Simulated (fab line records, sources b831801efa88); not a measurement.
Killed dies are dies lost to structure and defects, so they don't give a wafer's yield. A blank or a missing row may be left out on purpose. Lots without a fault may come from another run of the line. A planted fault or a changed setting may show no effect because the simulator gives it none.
fab line records | flow sky130
record lots=12 wafers=36 last_day=49
route steps=708 shown METAL2@487 VIA4@640 METAL5@675 PAD_OPEN@708
lots that met no fault: from a run of the same line without faults
start_h: hours from the record's first day to the start of the lot's first wafer shown | wait_h: hours since the lot's step before | " the same as in the row above | L1.1+2: a row that stands for several wafers | - no value, or no start given | * or withheld: withheld | < > ~ a bound
route shown NAME@n: a module of which the file shows steps, and the number in the route of the first | usual: mean/standard deviation of fault-free wafers | same: alike in all rows | chamber/n: place in a boat | sites: the reading at each site | _std_site: their standard deviation | _edge_site: outer sites' mean less inner sites' | radius_mm: how far each site lies from the wafer's centre | mask NAME#n: copy n | behind: the tool/chamber that last shaped the wafer | hold: why the lot was held/for how many hours/how that ended | device: the transistor (n, p or np) that didn't switch | end of line: the same wafers' tests at the end of the route | a step without rows: its recipe alone | killed: dies lost to structure and defects at the first sort, not the wafer's yield | map: a wafer's dies, x killed, . not, _ none there
set.NAME: the setting as run; set.NAME@STEP: as run at that earlier step | model.NAME: the simulator's own value behind a step, which no gauge read
steps of the route over a sample of lots; a table a step, a row a wafer
services: from which hour (start_h, from the record's first day; less than 0 if before it) a tool's chamber was out of use, for how many hours, and why
## steps
# step SKY_METAL2_SPUTTER_04
# recipe material=TiN target_thk_nm=70 power_w=6500 time_s=58.3 chamber_pressure_pa=0.4
# usual cathode_dc_power_W=6499.9/1.4 throttle_valve_pct=30.5/1
# columns lot.wafer tool chamber start_h wait_h cathode_dc_power_W throttle_valve_pct
L330.1 pvd_sputter-04 - 804.50 0.0 6500.3 32.4
L330.2 " - " " 6500.3 31.1
L330.5 " - " " 6502.9 31.3
L333.1 pvd_sputter-04 - 817.08 0.0 6499.5 30.5
L333.2 " - " " 6501.5 30.9
L333.3 " - " " 6498.0 32.0
L332.1 pvd_sputter-04 - 818.21 0.0 6499.6 30.2
L332.2 " - " " 6501.0 32.1
L332.6 " - " " 6499.7 31.3
L334.2 pvd_sputter-04 - 825.32 0.0 6501.0 30.3
L334.4 " - " " 6496.3 31.4
L334.5 " - " " 6498.5 30.1
L335.2 pvd_sputter-01 - 841.42 0.0 6500.7 30.3
L335.3 " - " " 6500.3 30.1
L335.5 " - " " 6499.7 29.9
L337.2 pvd_sputter-03 - 846.93 0.0 6499.3 28.4
L337.4 " - " " 6498.9 30.0
L337.5 " - " " 6501.7 31.2
L338.3 pvd_sputter-04 - 855.50 0.0 6499.2 31.3
L338.4 " - " " 6500.7 31.9
L338.6 " - " " 6500.3 30.6
L341.4 pvd_sputter-04 - 874.29 0.0 6496.8 32.2
L341.5 " - " " 6500.2 30.6
L341.6 " - " " 6501.0 30.2
L342.2 pvd_sputter-04 - 886.78 0.0 6500.9 31.3
L342.4 " - " " 6500.4 32.2
L342.5 " - " " 6499.5 30.2
L343.1 pvd_sputter-04 - 895.31 0.0 6497.3 30.3
L343.2 " - " " 6499.9 31.5
L343.4 " - " " 6500.4 32.5
L344.1 pvd_sputter-04 - 907.35 0.0 6499.4 32.2
L344.3 " - " " 6501.2 30.6
L344.5 " - " " 6497.7 31.1
L345.1 pvd_sputter-03 - 908.93 0.0 6499.8 29.7
L345.4 " - " " 6502.5 30.8
L345.6 " - " " 6500.6 31.1
# step SKY_VIA4_THK_MEAS_01
# recipe reads=SiO2_of_VIA4_HDPCVD_00
# usual VIA4_HDPCVD_THK=1749/20
# columns lot.wafer tool chamber start_h wait_h VIA4_HDPCVD_THK[nm]
L330.1 film_metro-02 - 988.41 0.1 1779
L330.2 " - " " 1717
L330.5 " - " " 1748
L333.1 film_metro-03 - 1000.46 0.1 1722
L333.2 " - " " 1767
L333.3 " - " " 1745
L332.1 film_metro-04 - 1001.47 0.1 1764
L332.2 " - " " 1740
L332.6 " - " " 1766
L334.2 film_metro-04 - 1007.83 0.1 1744
L334.4 " - " " 1759
L334.5 " - " " 1743
L335.2 film_metro-03 - 1023.05 0.1 1760
L335.3 " - " " 1752
L335.5 " - " " 1754
L337.2 film_metro-02 - 1026.92 0.1 1753
L337.4 " - " " 1777
L337.5 " - " " 1733
L338.3 film_metro-02 - 1035.78 0.1 1784
L338.4 " - " " 1778
L338.6 " - " " 1758
L341.4 film_metro-04 - 1051.14 0.0 1774
L341.5 " - " " 1730
L341.6 " - " " 1728
L342.2 film_metro-03 - 1064.42 0.1 1782
L342.4 " - " " 1745
L342.5 " - " " 1779
L343.1 film_metro-02 - 1072.22 0.1 1740
L343.2 " - " " 1768
L343.4 " - " " 1731
L344.1 film_metro-03 - 1080.26 0.1 1779
L344.3 " - " " 1741
L344.5 " - " " 1738
L345.1 film_metro-03 - 1080.93 0.1 1762
L345.4 " - " " 1754
L345.6 " - " " 1772
# step SKY_VIA4_CMP_21
# recipe stop_on=SiO2 t_overpolish_s=25 down_force_psi=3.5 platen_rpm=60 target_thk_nm=0 pad_velocity_m_s=0.94248
# usual edge_zone_pressure_frac=1.000/0.0052 motor_current_A=11.1/1.4 overpolish_run_s=25.001/0.0091 time_to_endpoint_s=120/4.4
# columns lot.wafer tool chamber start_h wait_h edge_zone_pressure_frac motor_current_A overpolish_run_s time_to_endpoint_s
L330.2 cmp-01 0 1012.82 0.0 0.996 10.9 25.010 109
L330.1 " 1 " " 0.997 10.7 24.987 109
L330.5 " 1 " " 0.996 10.9 25.013 112
L333.2 cmp-02 3 1025.51 0.0 0.992 9.7 24.973 119
L333.3 " 1 " " 0.985 13.6 25.000 115
L333.1 " 2 " " 0.994 11.3 25.008 122
L332.2 cmp-01 1 1026.85 0.1 1.004 11.2 25.002 125
L332.1 " 2 " " 1.001 8.7 25.009 115
L332.6 " 3 " " 0.999 11.8 24.996 125
L334.2 cmp-02 2 1032.13 0.1 1.005 11.0 25.006 126
L334.4 " 0 " " 1.000 10.2 24.996 123
L334.5 " 2 " " 1.002 11.6 25.007 125
L335.3 cmp-02 1 1049.04 0.2 0.994 13.7 25.008 119
L335.2 " 3 " " 1.004 10.0 24.997 126
L335.5 " 2 " " 1.016 12.1 25.002 123
L337.4 cmp-02 2 1052.07 0.5 1.006 11.2 24.995 126
L337.2 " 1 " " 0.998 13.6 25.013 119
L337.5 " 3 " " 0.995 9.8 25.010 125
L338.3 cmp-02 2 1060.29 0.0 0.998 11.5 25.004 122
L338.4 " 1 " " 0.999 13.3 24.986 118
L338.6 " 2 " " 0.999 11.2 25.007 121
L341.4 cmp-01 3 1074.45 0.1 1.005 12.0 25.014 125
L341.6 " 2 " " 1.006 8.5 25.004 121
L341.5 " 3 " " 1.006 11.7 24.990 120
L342.4 cmp-02 0 1087.00 0.3 0.999 9.8 25.003 120
L342.2 " 2 " " 1.000 11.4 24.998 124
L342.5 " 1 " " 0.998 13.5 25.009 117
L343.1 cmp-02 3 1094.57 0.1 0.996 9.7 25.002 126
L343.2 " 1 " " 1.002 14.0 24.991 122
L343.4 " 2 " " 1.001 11.0 24.994 122
L344.3 cmp-02 0 1102.21 0.0 1.004 9.6 24.997 118
L344.1 " 3 " " 0.996 10.0 25.012 126
L344.5 " 0 " " 1.003 9.8 25.001 124
L345.4 cmp-01 0 1103.91 0.0 0.996 12.1 25.000 116
L345.1 " 2 " " 1.002 8.9 25.001 116
L345.6 " 1 " " 1.002 11.4 25.000 120
# step SKY_METAL5_DESCUM_14
# recipe chemistry=O2 source_power_w=150 bias_power_w=0 pressure_mtorr=10 temp_c=40 time_s=11
# usual drypump_motor_current_A=5.7/0.66 oes_product_au=0.998/0.013
# same bias_power_w=0
# columns lot.wafer tool chamber start_h wait_h drypump_motor_current_A oes_product_au rf_hours_counter_h
L330.1 rie_metal-04 1 1036.39 0.1 6.5 1.013 11
L330.2 " 0 " " 4.8 0.990 9
L330.5 " 1 " " 6.4 1.015 -
L333.1 rie_metal-02 0 1048.99 0.1 6.7 0.994 22
L333.2 " 1 " " 5.7 0.989 15
L333.3 " 1 " " 5.7 0.989 -
L332.1 rie_metal-03 1 1050.77 0.1 5.1 1.018 10
L332.2 " 0 " " 5.6 0.996 18
L332.6 " 0 " " 5.6 0.991 -
L334.2 rie_metal-02 1 1055.27 0.1 5.8 0.984 16
L334.4 " 1 " " 5.8 0.984 -
L334.5 " 1 " " 5.8 0.984 -
L335.2 rie_metal-04 0 1071.42 0.1 4.8 1.002 11
L335.3 " 0 " " 4.7 0.993 -
L335.5 " 1 " " 6.5 1.001 -
L337.2 rie_metal-03 0 1073.67 0.1 5.6 0.975 19
L337.4 " 0 " " 5.6 0.980 -
L337.5 " 1 " " 5.1 1.012 -
L338.3 rie_metal-02 0 1081.65 0.1 6.7 1.000 -
L338.4 " 1 " " 5.7 0.978 -
L338.6 " 1 " " 5.8 0.996 -
L341.4 rie_metal-04 0 1095.55 0.1 4.8 0.993 -
L341.5 " 0 " " 4.7 1.004 -
L341.6 " 1 " " 6.5 0.997 -
L342.2 rie_metal-04 0 1107.37 0.1 4.8 0.992 13
L342.4 " 1 " " 6.5 1.010 -
L342.5 " 0 " " 4.8 1.004 -
L343.1 rie_metal-02 1 1115.12 0.1 5.8 0.977 21
L343.2 " 0 " " 6.7 0.997 27
L343.4 " 0 " " 6.7 0.991 -
L344.1 rie_metal-02 1 1122.42 0.1 5.7 0.991 21
L344.3 " 0 " " 6.7 0.997 -
L344.5 " 1 " " 5.8 0.984 -
L345.1 rie_metal-03 0 1123.97 0.1 5.6 0.987 23
L345.4 " 0 " " 5.6 0.987 -
L345.6 " 1 " " 5.1 1.012 -
# step SKY_PAD_OPEN_PROBE_99
# usual defect_limited_yield=82.5/2 killed_at_M0_to_M3=43/7.6 killed_at_M4_up=2.8/1.9 killed_at_contacts=24/4.7 killed_at_front_end=16/4.4 killed_at_other=0.2/0.4 killed_dies=86/9.9 killed_open=47/8.2 killed_short=39/6.3 sort_bin_3_pad_short=0.8/0.42 sort_bin_5_function=10.4/1.5 sort_bin_6_memory=6.2/1.2 sort_n_pass=406/9.9 sort_yield_pct=82.5/2
# same gross_dies=492 killed_at_back_side=0 sort_bin_4_leakage[%]=0 sort_bin_8_speed[%]=0
# columns lot.wafer tool chamber start_h wait_h hold defect_limited_yield[%] killed_at_M0_to_M3 killed_at_M4_up killed_at_contacts killed_at_front_end killed_at_other killed_dies killed_open killed_short sort_bin_3_pad_short[%] sort_bin_5_function[%] sort_bin_6_memory[%] sort_n_pass sort_yield_pct[%]
L330.1 prober-02 - 1084.48 0.1 - 83.1 43 0 28 12 0 83 41 42 1.2 12.8 2.8 409 83.1
L330.2 prober-02 - 1084.53 0.1 - 82.1 41 3 26 17 1 88 44 44 1.4 10.6 5.9 404 82.1
L330.5 prober-02 - 1084.68 0.2 - 84.1 30 3 28 17 0 78 38 40 0.6 9.3 5.9 414 84.1
L333.1 prober-01 - 1095.13 0.1 - 82.3 34 3 33 17 0 87 48 39 0.8 10.2 6.7 405 82.3
L333.2 prober-01 - 1095.18 0.1 - 79.9 49 4 34 11 1 99 64 35 0.8 12.0 7.3 393 79.9
L333.3 prober-01 - 1095.23 0.2 - 83.3 37 4 27 14 0 82 52 30 0.4 9.3 6.9 410 83.3
L332.1 prober-02 - 1096.64 0.1 - 80.1 52 3 26 16 1 98 61 37 0.6 11.2 8.1 394 80.1
L332.2 prober-02 - 1096.69 0.1 - 82.1 49 4 23 12 0 88 41 47 0.8 10.6 6.5 404 82.1
L332.6 prober-02 - 1096.89 0.2 - 79.7 59 0 23 18 0 100 56 44 1.2 11.2 7.9 392 79.7
L334.2 prober-01 - 1100.00 0.1 - 83.1 45 3 24 11 0 83 44 39 1.8 11.2 3.9 409 83.1
L334.4 prober-01 - 1100.10 0.2 - 82.1 37 4 30 17 0 88 42 46 1.8 9.8 6.3 404 82.1
L334.5 prober-01 - 1100.15 0.2 - 85.0 34 1 27 12 0 74 36 38 0.8 10.0 4.3 418 85.0
L335.2 prober-02 - 1116.26 0.1 - 82.7 43 1 27 14 0 85 58 27 1.0 9.6 6.7 407 82.7
L335.3 prober-02 - 1116.31 0.2 - 81.7 56 3 20 11 0 90 57 33 0.8 10.0 7.5 402 81.7
L335.5 prober-02 - 1116.41 0.2 - 82.9 41 5 23 15 0 84 42 42 0.6 10.2 6.3 408 82.9
L337.2 prober-01 - 1118.40 0.1 - 76.8 53 4 27 30 0 114 68 46 0.8 12.6 9.8 378 76.8
L337.4 prober-01 - 1118.50 0.2 - 81.7 39 7 22 21 1 90 46 44 1.2 11.4 5.7 402 81.7
L337.5 prober-01 - 1118.55 0.2 - 80.3 42 1 22 32 0 97 56 41 0 12.6 7.1 395 80.3
L338.3 prober-01 - 1125.33 0.2 - 80.5 50 4 25 17 0 96 61 35 0.8 10.6 8.1 396 80.5
L338.4 prober-01 - 1125.38 0.2 - 85.4 38 1 20 12 1 72 42 30 1.0 6.3 7.3 420 85.4
L338.6 prober-01 - 1125.48 0.2 - 79.9 46 3 30 20 0 99 58 41 1.6 10.8 7.7 393 79.9
L341.4 prober-02 - 1138.68 0.2 - 86.2 41 3 15 9 0 68 33 35 0.2 8.7 4.9 424 86.2
L341.5 prober-02 - 1138.73 0.2 - 84.3 42 5 19 11 0 77 42 35 0.8 7.3 7.5 415 84.3
L341.6 prober-02 - 1138.78 0.2 - 82.1 47 1 25 15 0 88 58 30 0 11.0 6.9 404 82.1
L342.2 prober-01 - 1148.78 0.1 - 78.5 55 1 26 24 0 106 59 47 1.4 11.8 8.3 386 78.5
L342.4 prober-01 - 1148.88 0.2 - 85.6 31 5 14 21 0 71 37 34 1.4 6.9 6.1 421 85.6
L342.5 prober-01 - 1148.93 0.2 - 84.1 38 4 24 11 1 78 39 39 1.0 8.5 6.3 414 84.1
L343.1 prober-02 - 1156.59 0.1 await_dispo/1.8h/release 80.7 49 4 27 15 0 95 57 38 0.6 11.2 7.5 397 80.7
L343.2 prober-02 - 1156.64 0.1 await_dispo/1.8h/release 71.1 98 1 27 16 0 142 45 31 3.7 18.9 6.3 350 71.1
L343.4 prober-02 - 1156.74 0.2 await_dispo/1.8h/release 82.3 33 5 31 18 0 87 50 37 0.8 9.3 7.5 405 82.3
L344.1 prober-01 - 1162.88 0.1 await_dispo/1.7h/release 83.1 35 3 27 18 0 83 44 39 0.4 10.8 5.7 409 83.1
L344.3 prober-01 - 1162.98 0.2 await_dispo/1.7h/release 81.7 46 2 21 21 0 90 46 44 1.2 11.8 5.3 402 81.7
L344.5 prober-01 - 1163.08 0.2 await_dispo/1.7h/release 72.2 106 4 13 14 0 137 40 40 4.5 18.5 4.9 355 72.2
L345.1 prober-02 - 1164.16 0.1 - 84.8 41 2 22 10 0 75 37 38 0.6 9.1 5.5 417 84.8
L345.4 prober-02 - 1164.31 0.2 - 85.8 38 1 20 11 0 70 34 36 0.8 6.7 6.7 422 85.8
L345.6 prober-02 - 1164.41 0.2 - 80.3 49 8 20 20 0 97 56 41 0.8 12.2 6.7 395 80.3
# killed by level:class
L330.1 VIA1:geometric_particle:open=10 METAL1:geometric_particle:short=9 CONTACT:geometric_particle:open=7 LOCAL_INTERCONNECT:geometric_particle:short=6 VIA2:geometric_particle:open=6 FIELD_ISO:geometric_particle:short=5 CONTACT:geometric_particle:short=5 VIA1:geometric_particle:short=5
L330.2 VIA1:geometric_particle:open=12 CONTACT:geometric_particle:open=10 VIA1:geometric_particle:short=9 LI_CONTACT:geometric_particle:open=6 FIELD_ISO:geometric_particle:open=5 CONTACT:geometric_particle:short=4 METAL1:geometric_particle:short=4 METAL2:geometric_particle:short=4
L330.5 LI_CONTACT:geometric_particle:open=9 LOCAL_INTERCONNECT:geometric_particle:short=7 FIELD_ISO:geometric_particle:short=6 LI_CONTACT:geometric_particle:short=6 VIA2:geometric_particle:open=6 CONTACT:geometric_particle:open=5 VIA3:geometric_particle:short=5 POLY_GATE:geometric_particle:open=4
L333.1 CONTACT:geometric_particle:open=14 VIA1:geometric_particle:open=9 LI_CONTACT:geometric_particle:open=8 FIELD_ISO:geometric_particle:open=6 METAL2:geometric_particle:short=6 POLY_GATE:geometric_particle:short=5 LOCAL_INTERCONNECT:geometric_particle:short=5 METAL1:geometric_particle:short=5
L333.2 VIA1:geometric_particle:open=18 LI_CONTACT:geometric_particle:open=12 VIA2:geometric_particle:open=9 CONTACT:geometric_particle:open=8 CONTACT:geometric_particle:short=7 VIA1:geometric_particle:short=7 LOCAL_INTERCONNECT:geometric_particle:short=6 VIA3:geometric_particle:open=6
L333.3 VIA1:geometric_particle:open=13 LI_CONTACT:geometric_particle:open=11 CONTACT:geometric_particle:open=8 VIA3:geometric_particle:open=6 CONTACT:geometric_particle:short=5 FIELD_ISO:geometric_particle:open=4 VIA1:geometric_particle:short=4 METAL1:geometric_particle:short=4
L332.1 LI_CONTACT:geometric_particle:open=11 VIA3:geometric_particle:open=10 VIA1:geometric_particle:open=9 CONTACT:geometric_particle:open=7 VIA2:geometric_particle:open=7 VIA3:geometric_particle:short=6 SPACER:geometric_particle:open=5 CONTACT:geometric_particle:short=5
L332.2 VIA1:geometric_particle:open=12 VIA3:geometric_particle:open=7 VIA2:geometric_particle:short=7 CONTACT:geometric_particle:open=6 LI_CONTACT:geometric_particle:open=6 VIA1:geometric_particle:short=6 LI_CONTACT:geometric_particle:short=5 VIA2:geometric_particle:open=5
L332.6 VIA1:geometric_particle:open=11 VIA3:geometric_particle:open=11 CONTACT:geometric_particle:open=9 VIA2:geometric_particle:open=8 VIA1:geometric_particle:short=7 CONTACT:geometric_particle:short=6 METAL1:geometric_particle:short=6 POLY_GATE:geometric_particle:open=5
L334.2 METAL2:geometric_particle:short=10 LI_CONTACT:geometric_particle:open=9 CONTACT:geometric_particle:open=8 VIA1:geometric_particle:open=8 METAL1:geometric_particle:short=7 VIA2:geometric_particle:short=6 POLY_GATE:geometric_particle:open=5 METAL1:geometric_particle:open=4
L334.4 CONTACT:geometric_particle:open=9 LI_CONTACT:geometric_particle:open=8 LOCAL_INTERCONNECT:geometric_particle:short=7 CONTACT:geometric_particle:short=6 VIA1:geometric_particle:open=6 METAL2:geometric_particle:short=6 FIELD_ISO:geometric_particle:short=5 METAL1:geometric_particle:short=5
L334.5 CONTACT:geometric_particle:open=7 LOCAL_INTERCONNECT:geometric_particle:short=6 LI_CONTACT:geometric_particle:open=6 VIA2:geometric_particle:open=5 POLY_GATE:geometric_particle:open=4 CONTACT:geometric_particle:short=4 METAL1:geometric_particle:short=4 VIA1:geometric_particle:short=4
L335.2 CONTACT:geometric_particle:open=12 VIA1:geometric_particle:open=12 LI_CONTACT:geometric_particle:open=9 FIELD_ISO:geometric_particle:short=7 VIA2:geometric_particle:open=7 VIA3:geometric_particle:open=6 METAL1:geometric_particle:short=4 VIA1:geometric_particle:short=4
L335.3 VIA1:geometric_particle:open=13 VIA2:geometric_particle:open=9 CONTACT:geometric_particle:open=8 VIA3:geometric_particle:open=7 LI_CONTACT:geometric_particle:open=5 METAL2:geometric_particle:short=5 FIELD_ISO:geometric_particle:open=4 FIELD_ISO:geometric_particle:short=4
L335.5 CONTACT:geometric_particle:open=8 VIA1:geometric_particle:open=7 LI_CONTACT:geometric_particle:open=7 METAL1:geometric_particle:short=7 VIA1:geometric_particle:short=7 METAL2:geometric_particle:short=6 VIA2:geometric_particle:open=6 VIA3:geometric_particle:open=5
L337.2 CONTACT:geometric_particle:open=16 VIA1:geometric_particle:open=11 POLY_GATE:geometric_particle:open=9 METAL2:geometric_particle:short=9 POLY_GATE:geometric_particle:short=8 VIA3:geometric_particle:open=7 FIELD_ISO:geometric_particle:short=6 VIA1:geometric_particle:short=6
L337.4 VIA1:geometric_particle:open=9 POLY_GATE:geometric_particle:short=7 CONTACT:geometric_particle:open=6 VIA3:geometric_particle:open=6 LOCAL_INTERCONNECT:geometric_particle:short=5 VIA1:geometric_particle:short=5 VIA2:geometric_particle:open=5 POLY_GATE:geometric_particle:open=4
L337.5 POLY_GATE:geometric_particle:open=11 POLY_GATE:geometric_particle:short=8 CONTACT:geometric_particle:open=8 METAL1:geometric_particle:short=8 LI_CONTACT:geometric_particle:open=7 VIA2:geometric_particle:open=7 FIELD_ISO:geometric_particle:open=6 VIA1:geometric_particle:open=6
L338.3 VIA1:geometric_particle:open=16 CONTACT:geometric_particle:open=9 VIA3:geometric_particle:open=8 LI_CONTACT:geometric_particle:open=7 VIA2:geometric_particle:open=7 METAL2:geometric_particle:short=6 FIELD_ISO:geometric_particle:open=5 LOCAL_INTERCONNECT:geometric_particle:short=4
L338.4 VIA3:geometric_particle:open=9 LI_CONTACT:geometric_particle:open=6 CONTACT:geometric_particle:open=6 VIA2:geometric_particle:open=6 FIELD_ISO:geometric_particle:short=5 VIA1:geometric_particle:open=5 CONTACT:geometric_particle:short=4 METAL1:geometric_particle:short=4
L338.6 CONTACT:geometric_particle:open=15 VIA3:geometric_particle:open=11 VIA1:geometric_particle:open=9 POLY_GATE:geometric_particle:open=7 METAL2:geometric_particle:short=7 VIA2:geometric_particle:open=7 VIA3:geometric_particle:short=6 LI_CONTACT:geometric_particle:short=5
L341.4 VIA1:geometric_particle:open=9 VIA1:geometric_particle:short=6 VIA3:geometric_particle:open=6 LI_CONTACT:geometric_particle:open=5 METAL2:geometric_particle:short=5 FIELD_ISO:geometric_particle:short=4 METAL1:geometric_particle:short=4 VIA2:geometric_particle:short=4
L341.5 VIA1:geometric_particle:open=9 VIA3:geometric_particle:open=9 CONTACT:geometric_particle:open=7 LI_CONTACT:geometric_particle:open=6 METAL2:geometric_particle:short=5 METAL4:geometric_particle:short=5 POLY_GATE:geometric_particle:open=4 METAL1:geometric_particle:short=4
L341.6 VIA2:geometric_particle:open=12 LI_CONTACT:geometric_particle:open=11 CONTACT:geometric_particle:open=10 VIA3:geometric_particle:open=9 VIA1:geometric_particle:open=8 METAL1:geometric_particle:short=7 FIELD_ISO:geometric_particle:open=4 METAL3:geometric_particle:short=4
L342.2 CONTACT:geometric_particle:open=16 FIELD_ISO:geometric_particle:open=9 METAL2:geometric_particle:short=9 VIA3:geometric_particle:short=7 VIA1:geometric_particle:open=6 VIA2:geometric_particle:short=6 VIA1:geometric_particle:short=5 POLY_GATE:geometric_particle:open=4
L342.4 FIELD_ISO:geometric_particle:short=7 VIA1:geometric_particle:open=7 METAL2:geometric_particle:short=7 FIELD_ISO:geometric_particle:open=5 LI_CONTACT:geometric_particle:open=5 VIA3:geometric_particle:open=5 METAL4:geometric_particle:short=5 POLY_GATE:geometric_particle:short=4
L342.5 CONTACT:geometric_particle:open=11 METAL1:geometric_particle:short=8 VIA1:geometric_particle:open=6 CONTACT:geometric_particle:short=5 VIA3:geometric_particle:short=5 VIA3:geometric_particle:open=4 METAL3:geometric_particle:short=4 FIELD_ISO:geometric_particle:short=3
L343.1 VIA1:geometric_particle:open=15 CONTACT:geometric_particle:open=11 LI_CONTACT:geometric_particle:open=8 METAL1:geometric_particle:short=6 VIA1:geometric_particle:short=6 METAL3:geometric_particle:short=5 VIA3:geometric_particle:open=5 METAL2:geometric_particle:short=4
L343.2 METAL2:unspecified=66 CONTACT:geometric_particle:open=12 LI_CONTACT:geometric_particle:open=7 VIA2:geometric_particle:open=5 METAL2:geometric_particle:open=5 POLY_GATE:geometric_particle:short=4 METAL1:geometric_particle:short=4 VIA1:geometric_particle:open=4
L343.4 CONTACT:geometric_particle:open=15 VIA1:geometric_particle:open=9 LI_CONTACT:geometric_particle:open=7 METAL1:geometric_particle:short=7 FIELD_ISO:geometric_particle:short=6 FIELD_ISO:geometric_particle:open=6 LI_CONTACT:geometric_particle:short=5 POLY_GATE:geometric_particle:short=3
L344.1 CONTACT:geometric_particle:open=9 LI_CONTACT:geometric_particle:open=7 METAL2:geometric_particle:short=7 FIELD_ISO:geometric_particle:short=6 VIA2:geometric_particle:open=6 LOCAL_INTERCONNECT:geometric_particle:open=5 METAL1:geometric_particle:short=5 FIELD_ISO:geometric_particle:open=3
L344.3 VIA1:geometric_particle:open=11 CONTACT:geometric_particle:open=8 VIA2:geometric_particle:open=6 VIA3:geometric_particle:open=6 FIELD_ISO:geometric_particle:open=5 POLY_GATE:geometric_particle:short=5 METAL1:geometric_particle:short=5 CONTACT:geometric_particle:short=5
L344.5 METAL2:unspecified=57 VIA1:geometric_particle:open=10 METAL2:geometric_particle:short=9 VIA2:geometric_particle:open=7 METAL1:geometric_particle:short=6 VIA3:geometric_particle:open=6 FIELD_ISO:geometric_particle:open=5 CONTACT:geometric_particle:open=5
L345.1 VIA1:geometric_particle:open=10 CONTACT:geometric_particle:open=9 VIA2:geometric_particle:open=8 VIA2:geometric_particle:short=6 LOCAL_INTERCONNECT:geometric_particle:short=5 VIA3:geometric_particle:short=5 LI_CONTACT:geometric_particle:open=4 CONTACT:geometric_particle:short=4
L345.4 VIA1:geometric_particle:open=9 VIA3:geometric_particle:open=6 CONTACT:geometric_particle:short=6 METAL1:geometric_particle:short=6 CONTACT:geometric_particle:open=5 VIA1:geometric_particle:short=5 LI_CONTACT:geometric_particle:short=4 LI_CONTACT:geometric_particle:open=4
L345.6 VIA1:geometric_particle:open=16 VIA3:geometric_particle:open=10 CONTACT:geometric_particle:open=8 CONTACT:geometric_particle:short=7 METAL4:geometric_particle:short=7 FIELD_ISO:geometric_particle:short=6 VIA2:geometric_particle:open=6 FIELD_ISO:geometric_particle:open=5
## services
# columns tool chamber start_h hours kind
cmp-01 - 814.65 0.2 repair
rie_metal-02 1 825.42 20.6 repair
cmp-02 - 834.68 5.2 pm
cmp-02 - 850.21 0.8 repair
rie_metal-02 - 874.85 1.4 pm
rie_metal-03 1 876.53 11.0 repair
cmp-02 - 887.40 0.2 repair
rie_metal-02 0 909.89 3.1 repair
cmp-02 - 912.48 4.0 pm
cmp-01 - 924.23 5.0 repair
cmp-01 - 936.58 2.3 repair
cmp-01 - 942.03 5.7 pm
cmp-01 - 948.46 5.9 pm
cmp-02 - 981.41 1.8 repair
cmp-01 - 1003.67 1.5 repair
cmp-02 - 1019.89 4.1 pm
cmp-01 - 1041.54 1.9 repair
pvd_sputter-04 - 1045.50 29.4 repair
cmp-01 - 1047.89 4.3 repair
rie_metal-04 0 1072.85 6.4 repair
cmp-01 - 1081.50 1.1 repair
cmp-01 - 1084.00 4.0 pm
cmp-01 - 1097.93 1.1 repair
rie_metal-04 - 1119.07 2.8 pm
## key
first_sign step=SKY_PAD_OPEN_PROBE_99 reading=killed_at_M0_to_M3 direction=up sigmas=7.8 usual=43 struck=102
effect step=SKY_PAD_OPEN_PROBE_99 reading=sort_bin_3_pad_short direction=up sigmas=7.7 usual=0.8 struck=4.1
met_at SKY_METAL2_SPUTTER_04
struck_lots L343,L344
struck_wafers L343.2,L344.5
not_acting_at SKY_VIA4_THK_MEAS_01,SKY_VIA4_CMP_21,SKY_METAL5_DESCUM_14
onset_between 886.78 895.31
fault kind=chamber_particle_source tool=pvd_sputter-04 chamber=- onset_h=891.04 steps=SKY_METAL2_SPUTTER_04 rate_per_visit_cm2=1.5873 end_h=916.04 scope=struck_wafers_only
